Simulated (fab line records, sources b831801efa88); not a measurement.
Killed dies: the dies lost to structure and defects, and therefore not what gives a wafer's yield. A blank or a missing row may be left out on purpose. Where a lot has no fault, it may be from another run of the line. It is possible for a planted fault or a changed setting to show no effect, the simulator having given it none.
What tool caused it? :: flow sfq line :: 39 wafers from 13 lots sampled at 6 of the route's 325 steps

## WHAT EACH GAUGE READ, for each wafer
The record holds no reading of a measuring or inspecting step that can be judged against a usual standard deviation.

## TOOL THAT RAN EACH LOT (tool first, then ch and the chambers of the sampled wafers, then the start)
lot: L709
SFQ_TRILAYER_I0_CMP_CMP_028: cmp-02 ch 0,3, day 12 01:16
SFQ_TRILAYER_I0_METRO_MEASURE_029: film metro-01, day 12 04:23
SFQ_TRILAYER_I0_VIA_ETCH_VIA_ETCH_034: rie diel-02 ch 0,1,3, day 17 07:49
SFQ_TRILAYER_I0_VIA_STRIP_STRIP_035: rie metal-01 ch 0,1, day 17 07:56
SFQ_TRILAYER_M3_BARC_OPEN_METAL_ETCH_100: rie metal-04 ch 1, day 36 14:01
SFQ_TRILAYER_M3_STRIP_STRIP_079: rie metal-04 ch 1, day 36 14:23

lot: L710
SFQ_TRILAYER_I0_CMP_CMP_028: cmp-01 ch 0,1,3, day 12 11:55
SFQ_TRILAYER_I0_METRO_MEASURE_029: film metro-04, day 12 14:32
SFQ_TRILAYER_I0_VIA_ETCH_VIA_ETCH_034: rie diel-02 ch 0,1,3, day 17 16:13
SFQ_TRILAYER_I0_VIA_STRIP_STRIP_035: rie metal-02 ch 0, day 17 16:20
SFQ_TRILAYER_M3_BARC_OPEN_METAL_ETCH_100: rie metal-03 ch 0,1, day 39 04:38
SFQ_TRILAYER_M3_STRIP_STRIP_079: rie metal-03 ch 0,1, day 39 04:49

lot: L712
SFQ_TRILAYER_I0_CMP_CMP_028: cmp-02 ch 0,1,3, day 13 14:04
SFQ_TRILAYER_I0_METRO_MEASURE_029: film metro-01, day 13 17:35
SFQ_TRILAYER_I0_VIA_ETCH_VIA_ETCH_034: rie diel-03 ch 2,3, day 19 00:23
SFQ_TRILAYER_I0_VIA_STRIP_STRIP_035: rie metal-01 ch 0,1, day 19 00:42
SFQ_TRILAYER_M3_BARC_OPEN_METAL_ETCH_100: rie metal-04 ch 0,1, day 39 09:26
SFQ_TRILAYER_M3_STRIP_STRIP_079: rie metal-04 ch 0,1, day 39 09:49

lot: L714
SFQ_TRILAYER_I0_CMP_CMP_028: cmp-02 ch 0,2, day 14 03:16
SFQ_TRILAYER_I0_METRO_MEASURE_029: film metro-01, day 14 06:35
SFQ_TRILAYER_I0_VIA_ETCH_VIA_ETCH_034: rie diel-03 ch 0,2,3, day 19 20:39
SFQ_TRILAYER_I0_VIA_STRIP_STRIP_035: rie metal-02 ch 0,1, day 19 20:46
SFQ_TRILAYER_M3_BARC_OPEN_METAL_ETCH_100: rie metal-04 ch 0, day 46 00:34
SFQ_TRILAYER_M3_STRIP_STRIP_079: rie metal-04 ch 0, day 46 00:45

lot: L716
SFQ_TRILAYER_I0_CMP_CMP_028: cmp-02 ch 0,2,3, day 15 02:28
SFQ_TRILAYER_I0_METRO_MEASURE_029: film metro-04, day 15 05:05
SFQ_TRILAYER_I0_VIA_ETCH_VIA_ETCH_034: rie diel-03 ch 1,2,3, day 20 23:11
SFQ_TRILAYER_I0_VIA_STRIP_STRIP_035: rie metal-03 ch 0,1, day 20 23:17
SFQ_TRILAYER_M3_BARC_OPEN_METAL_ETCH_100: rie metal-03 ch 0,1, day 46 17:22
SFQ_TRILAYER_M3_STRIP_STRIP_079: rie metal-03 ch 0,1, day 46 17:37

lot: L718
SFQ_TRILAYER_I0_CMP_CMP_028: cmp-01 ch 0,1, day 15 17:19
SFQ_TRILAYER_I0_METRO_MEASURE_029: film metro-04, day 15 20:50
SFQ_TRILAYER_I0_VIA_ETCH_VIA_ETCH_034: rie diel-02 ch 0,2, day 21 15:59
SFQ_TRILAYER_I0_VIA_STRIP_STRIP_035: rie metal-01 ch 1, day 21 16:29
SFQ_TRILAYER_M3_BARC_OPEN_METAL_ETCH_100: rie metal-03 ch 0,1, day 47 06:35
SFQ_TRILAYER_M3_STRIP_STRIP_079: rie metal-03 ch 0,1, day 47 06:57

lot: L726
SFQ_TRILAYER_I0_CMP_CMP_028: cmp-02 ch 0,2,3, day 18 05:18
SFQ_TRILAYER_I0_METRO_MEASURE_029: film metro-01, day 18 08:07
SFQ_TRILAYER_I0_VIA_ETCH_VIA_ETCH_034: rie diel-02 ch 0,2,3, day 24 23:35
SFQ_TRILAYER_I0_VIA_STRIP_STRIP_035: rie metal-02 ch 0,1, day 24 23:41
SFQ_TRILAYER_M3_BARC_OPEN_METAL_ETCH_100: rie metal-04 ch 0,1, day 48 16:17
SFQ_TRILAYER_M3_STRIP_STRIP_079: rie metal-04 ch 0,1, day 48 16:29

lot: L727
SFQ_TRILAYER_I0_CMP_CMP_028: cmp-02 ch 0,2, day 19 01:22
SFQ_TRILAYER_I0_METRO_MEASURE_029: film metro-02, day 19 04:41
SFQ_TRILAYER_I0_VIA_ETCH_VIA_ETCH_034: rie diel-02 ch 0,1, day 25 13:15
SFQ_TRILAYER_I0_VIA_STRIP_STRIP_035: rie metal-03 ch 0,1, day 25 13:22
SFQ_TRILAYER_M3_BARC_OPEN_METAL_ETCH_100: rie metal-04 ch 0,1, day 52 03:08
SFQ_TRILAYER_M3_STRIP_STRIP_079: rie metal-04 ch 0,1, day 52 03:20

lot: L728
SFQ_TRILAYER_I0_CMP_CMP_028: cmp-02 ch 0,1,2, day 19 08:52
SFQ_TRILAYER_I0_METRO_MEASURE_029: film metro-04, day 19 10:53
SFQ_TRILAYER_I0_VIA_ETCH_VIA_ETCH_034: rie diel-02 ch 0,2,3, day 25 20:27
SFQ_TRILAYER_I0_VIA_STRIP_STRIP_035: rie metal-03 ch 0,1, day 25 20:46
SFQ_TRILAYER_M3_BARC_OPEN_METAL_ETCH_100: rie metal-03 ch 0,1, day 52 22:17
SFQ_TRILAYER_M3_STRIP_STRIP_079: rie metal-03 ch 0,1, day 52 22:39

lot: L729
SFQ_TRILAYER_I0_CMP_CMP_028: cmp-02 ch 0,2,3, day 19 10:53
SFQ_TRILAYER_I0_METRO_MEASURE_029: film metro-02, day 19 13:43
SFQ_TRILAYER_I0_VIA_ETCH_VIA_ETCH_034: rie diel-02 ch 0,2,3, day 26 00:03
SFQ_TRILAYER_I0_VIA_STRIP_STRIP_035: rie metal-01 ch 0,1, day 26 00:10
SFQ_TRILAYER_M3_BARC_OPEN_METAL_ETCH_100: rie metal-04 ch 0, day 53 03:04
SFQ_TRILAYER_M3_STRIP_STRIP_079: rie metal-04 ch 0, day 53 03:26

lot: L730
SFQ_TRILAYER_I0_CMP_CMP_028: cmp-02 ch 0,2,3, day 19 20:35
SFQ_TRILAYER_I0_METRO_MEASURE_029: film metro-01, day 19 22:55
SFQ_TRILAYER_I0_VIA_ETCH_VIA_ETCH_034: rie diel-04 ch 0,1,3, day 26 09:39
SFQ_TRILAYER_I0_VIA_STRIP_STRIP_035: rie metal-01 ch 1, day 26 09:46
SFQ_TRILAYER_M3_BARC_OPEN_METAL_ETCH_100: rie metal-01 ch 0, day 53 09:05
SFQ_TRILAYER_M3_STRIP_STRIP_079: rie metal-01 ch 0, day 53 09:38

lot: L731
SFQ_TRILAYER_I0_CMP_CMP_028: cmp-02 ch 0,1,2, day 20 16:37
SFQ_TRILAYER_I0_METRO_MEASURE_029: film metro-01, day 20 19:44
SFQ_TRILAYER_I0_VIA_ETCH_VIA_ETCH_034: rie diel-03 ch 1,2,3, day 27 00:03
SFQ_TRILAYER_I0_VIA_STRIP_STRIP_035: rie metal-02 ch 0,1, day 27 00:10
SFQ_TRILAYER_M3_BARC_OPEN_METAL_ETCH_100: rie metal-04 ch 0,1, day 53 10:16
SFQ_TRILAYER_M3_STRIP_STRIP_079: rie metal-04 ch 0,1, day 53 10:27

lot: L732
SFQ_TRILAYER_I0_CMP_CMP_028: cmp-01 ch 0,2,3, day 20 23:29
SFQ_TRILAYER_I0_METRO_MEASURE_029: film metro-02, day 21 02:06
SFQ_TRILAYER_I0_VIA_ETCH_VIA_ETCH_034: rie diel-03 ch 1,2, day 27 06:35
SFQ_TRILAYER_I0_VIA_STRIP_STRIP_035: rie metal-01 ch 0,1, day 27 06:41
SFQ_TRILAYER_M3_BARC_OPEN_METAL_ETCH_100: rie metal-04 ch 0,1, day 53 15:04
SFQ_TRILAYER_M3_STRIP_STRIP_079: rie metal-04 ch 0,1, day 53 15:15
- SFQ_TRILAYER_I0_CMP_CMP_028: polishes SiO2.
- SFQ_TRILAYER_I0_METRO_MEASURE_029
- SFQ_TRILAYER_I0_VIA_ETCH_VIA_ETCH_034: etches SiO2 in CHF3, stops on Nb, target depth 260 nm.
- SFQ_TRILAYER_I0_VIA_STRIP_STRIP_035: strips in O2.
- SFQ_TRILAYER_M3_BARC_OPEN_METAL_ETCH_100: etches BARC in O2, target depth 125 nm, time 41.7 s.
- SFQ_TRILAYER_M3_STRIP_STRIP_079: strips in O2.

## AS READ BY THE TOOLS THEMSELVES (means over the sampled wafers that have a number; for cases with no such wafer, the mark the record gives instead)
SFQ_TRILAYER_I0_CMP_CMP_028.
lot: L709
tool: cmp-02
motor current A (A): 9.2
time to endpoint s (s): 224

lot: L710
tool: cmp-01
motor current A (A): 10.5
time to endpoint s (s): 209

lot: L712
tool: cmp-02
motor current A (A): 9.5
time to endpoint s (s): 213

lot: L714
tool: cmp-02
motor current A (A): 10.2
time to endpoint s (s): 215

lot: L716
tool: cmp-02
motor current A (A): 9.6
time to endpoint s (s): 215

lot: L718
tool: cmp-01
motor current A (A): 9.4
time to endpoint s (s): 218

lot: L726
tool: cmp-02
motor current A (A): 9.7
time to endpoint s (s): 217

lot: L727
tool: cmp-02
motor current A (A): 10.0
time to endpoint s (s): 211

lot: L728
tool: cmp-02
motor current A (A): 10.2
time to endpoint s (s): 219

lot: L729
tool: cmp-02
motor current A (A): 9.7
time to endpoint s (s): 214

lot: L730
tool: cmp-02
motor current A (A): 9.6
time to endpoint s (s): 213

lot: L731
tool: cmp-02
motor current A (A): 10.0
time to endpoint s (s): 214

lot: L732
tool: cmp-01
motor current A (A): 11.0
time to endpoint s (s): 212

SFQ_TRILAYER_I0_METRO_MEASURE_029.
lot: L709
tool: film metro-01
thk nm (nm): 202.0

lot: L710
tool: film metro-04
thk nm (nm): 200.9

lot: L712
tool: film metro-01
thk nm (nm): 200.1

lot: L714
tool: film metro-01
thk nm (nm): 199.9

lot: L716
tool: film metro-04
thk nm (nm): 208.6

lot: L718
tool: film metro-04
thk nm (nm): 200.6

lot: L726
tool: film metro-01
thk nm (nm): 200.5

lot: L727
tool: film metro-02
thk nm (nm): 201.0

lot: L728
tool: film metro-04
thk nm (nm): 200.1

lot: L729
tool: film metro-02
thk nm (nm): 202.2

lot: L730
tool: film metro-01
thk nm (nm): 200.6

lot: L731
tool: film metro-01
thk nm (nm): 200.2

lot: L732
tool: film metro-02
thk nm (nm): 200.7

SFQ_TRILAYER_I0_VIA_ETCH_VIA_ETCH_034.
lot: L709
tool: rie diel-02
drypump motor current A (A): 5.6
oes product au (a.u.): 0.860

lot: L710
tool: rie diel-02
drypump motor current A (A): 5.6
oes product au (a.u.): 0.860

lot: L712
tool: rie diel-03
drypump motor current A (A): 5.7
oes product au (a.u.): 0.854

lot: L714
tool: rie diel-03
drypump motor current A (A): 5.8
oes product au (a.u.): 0.852

lot: L716
tool: rie diel-03
drypump motor current A (A): 5.9
oes product au (a.u.): 0.870

lot: L718
tool: rie diel-02
drypump motor current A (A): 5.7
oes product au (a.u.): 0.860

lot: L726
tool: rie diel-02
drypump motor current A (A): 5.7
oes product au (a.u.): 0.856

lot: L727
tool: rie diel-02
drypump motor current A (A): 5.6
oes product au (a.u.): 0.857

lot: L728
tool: rie diel-02
drypump motor current A (A): 5.6
oes product au (a.u.): 0.855

lot: L729
tool: rie diel-02
drypump motor current A (A): 5.6
oes product au (a.u.): 0.862

lot: L730
tool: rie diel-04
drypump motor current A (A): 5.8
oes product au (a.u.): 0.853

lot: L731
tool: rie diel-03
drypump motor current A (A): 5.9
oes product au (a.u.): 0.848

lot: L732
tool: rie diel-03
drypump motor current A (A): 6.1
oes product au (a.u.): 0.854

SFQ_TRILAYER_I0_VIA_STRIP_STRIP_035.
lot: L709
tool: rie metal-01
drypump motor current A (A): 5.6
oes product au (a.u.): 0.993
platen temp c (C): 40.06

lot: L710
tool: rie metal-02
drypump motor current A (A): 5.7
oes product au (a.u.): 1.013
platen temp c (C): 40.07

lot: L712
tool: rie metal-01
drypump motor current A (A): 5.6
oes product au (a.u.): 0.991
platen temp c (C): 40.01

lot: L714
tool: rie metal-02
drypump motor current A (A): 5.5
oes product au (a.u.): 0.995
platen temp c (C): 40.08

lot: L716
tool: rie metal-03
drypump motor current A (A): 6.1
oes product au (a.u.): 0.996
platen temp c (C): 39.96

lot: L718
tool: rie metal-01
drypump motor current A (A): 5.6
oes product au (a.u.): 0.999
platen temp c (C): 40.17

lot: L726
tool: rie metal-02
drypump motor current A (A): 5.6
oes product au (a.u.): 1.010
platen temp c (C): 40.01

lot: L727
tool: rie metal-03
drypump motor current A (A): 6.3
oes product au (a.u.): 1.005
platen temp c (C): 39.96

lot: L728
tool: rie metal-03
drypump motor current A (A): 6.2
oes product au (a.u.): 0.999
platen temp c (C): 40.09

lot: L729
tool: rie metal-01
drypump motor current A (A): 5.6
oes product au (a.u.): 1.005
platen temp c (C): 39.89

lot: L730
tool: rie metal-01
drypump motor current A (A): 5.6
oes product au (a.u.): 1.008
platen temp c (C): 39.88

lot: L731
tool: rie metal-02
drypump motor current A (A): 5.6
oes product au (a.u.): 1.012
platen temp c (C): 40.03

lot: L732
tool: rie metal-01
drypump motor current A (A): 5.6
oes product au (a.u.): 1.002
platen temp c (C): 40.06

SFQ_TRILAYER_M3_BARC_OPEN_METAL_ETCH_100.
lot: L709
tool: rie metal-04
drypump motor current A (A): 5.92
oes product au (a.u.): 0.687

lot: L710
tool: rie metal-03
drypump motor current A (A): 6.30
oes product au (a.u.): 0.686

lot: L712
tool: rie metal-04
drypump motor current A (A): 5.83
oes product au (a.u.): 0.687

lot: L714
tool: rie metal-04
drypump motor current A (A): 5.78
oes product au (a.u.): 0.688

lot: L716
tool: rie metal-03
drypump motor current A (A): 6.29
oes product au (a.u.): 0.688

lot: L718
tool: rie metal-03
drypump motor current A (A): 6.32
oes product au (a.u.): 0.687

lot: L726
tool: rie metal-04
drypump motor current A (A): 5.90
oes product au (a.u.): 0.687

lot: L727
tool: rie metal-04
drypump motor current A (A): 5.88
oes product au (a.u.): 0.681

lot: L728
tool: rie metal-03
drypump motor current A (A): 6.30
oes product au (a.u.): 0.683

lot: L729
tool: rie metal-04
drypump motor current A (A): 5.78
oes product au (a.u.): 0.691

lot: L730
tool: rie metal-01
drypump motor current A (A): 5.59
oes product au (a.u.): 0.686

lot: L731
tool: rie metal-04
drypump motor current A (A): 5.89
oes product au (a.u.): 0.684

lot: L732
tool: rie metal-04
drypump motor current A (A): 5.90
oes product au (a.u.): 0.683

SFQ_TRILAYER_M3_STRIP_STRIP_079.
lot: L709
tool: rie metal-04
drypump motor current A (A): 5.92
oes product au (a.u.): 1.004
platen temp c (C): 40.07

lot: L710
tool: rie metal-03
drypump motor current A (A): 6.32
oes product au (a.u.): 0.997
platen temp c (C): 39.94

lot: L712
tool: rie metal-04
drypump motor current A (A): 5.84
oes product au (a.u.): 0.999
platen temp c (C): 40.03

lot: L714
tool: rie metal-04
drypump motor current A (A): 5.79
oes product au (a.u.): 0.996
platen temp c (C): 39.96

lot: L716
tool: rie metal-03
drypump motor current A (A): 6.31
oes product au (a.u.): 1.001
platen temp c (C): 39.97

lot: L718
tool: rie metal-03
drypump motor current A (A): 6.28
oes product au (a.u.): 0.995
platen temp c (C): 39.94

lot: L726
tool: rie metal-04
drypump motor current A (A): 5.88
oes product au (a.u.): 1.000
platen temp c (C): 39.94

lot: L727
tool: rie metal-04
drypump motor current A (A): 5.86
oes product au (a.u.): 1.001
platen temp c (C): 40.05

lot: L728
tool: rie metal-03
drypump motor current A (A): 6.31
oes product au (a.u.): 0.990
platen temp c (C): 40.02

lot: L729
tool: rie metal-04
drypump motor current A (A): 5.78
oes product au (a.u.): 1.000
platen temp c (C): 40.08

lot: L730
tool: rie metal-01
drypump motor current A (A): 5.59
oes product au (a.u.): 0.998
platen temp c (C): 40.00

lot: L731
tool: rie metal-04
drypump motor current A (A): 5.89
oes product au (a.u.): 0.994
platen temp c (C): 40.09

lot: L732
tool: rie metal-04
drypump motor current A (A): 5.89
oes product au (a.u.): 1.000
platen temp c (C): 39.99

## THE ANSWER, worked out from the rows above alone
Rule: what is usual is taken from the lots themselves. The widest of any qualifying gaps counts: lots, ordered by their means at a reading, are off when they make up no more than a third of the lots, leave a main group of 4 or more, and stand apart from it by 3 or more times the standard deviation of that group's means. A main group whose means are all the same, to the digits that the tables above print for the reading, isn't used. A lot without any number at a reading at which 4 lots or more have one is off too. The other lots that the step has rows for count as sound. First the gauges in route order, then the tools' own readings, where a lot's mean is used as printed above. The first step at which some lot is off is used, and at that step the reading that is off furthest; a lot without a number counts as furthest.
Off: L716 (SFQ_TRILAYER_I0_METRO_MEASURE_029, thk nm). The main group: mean 200.7 nm, standard deviation 0.69.
A tool fits if, at that step or a process step before it, it ran every lot that is off, and no sound lot after the first of them. No candidate that was tried fits.

## WHAT THE SIMULATOR HAD PUT IN
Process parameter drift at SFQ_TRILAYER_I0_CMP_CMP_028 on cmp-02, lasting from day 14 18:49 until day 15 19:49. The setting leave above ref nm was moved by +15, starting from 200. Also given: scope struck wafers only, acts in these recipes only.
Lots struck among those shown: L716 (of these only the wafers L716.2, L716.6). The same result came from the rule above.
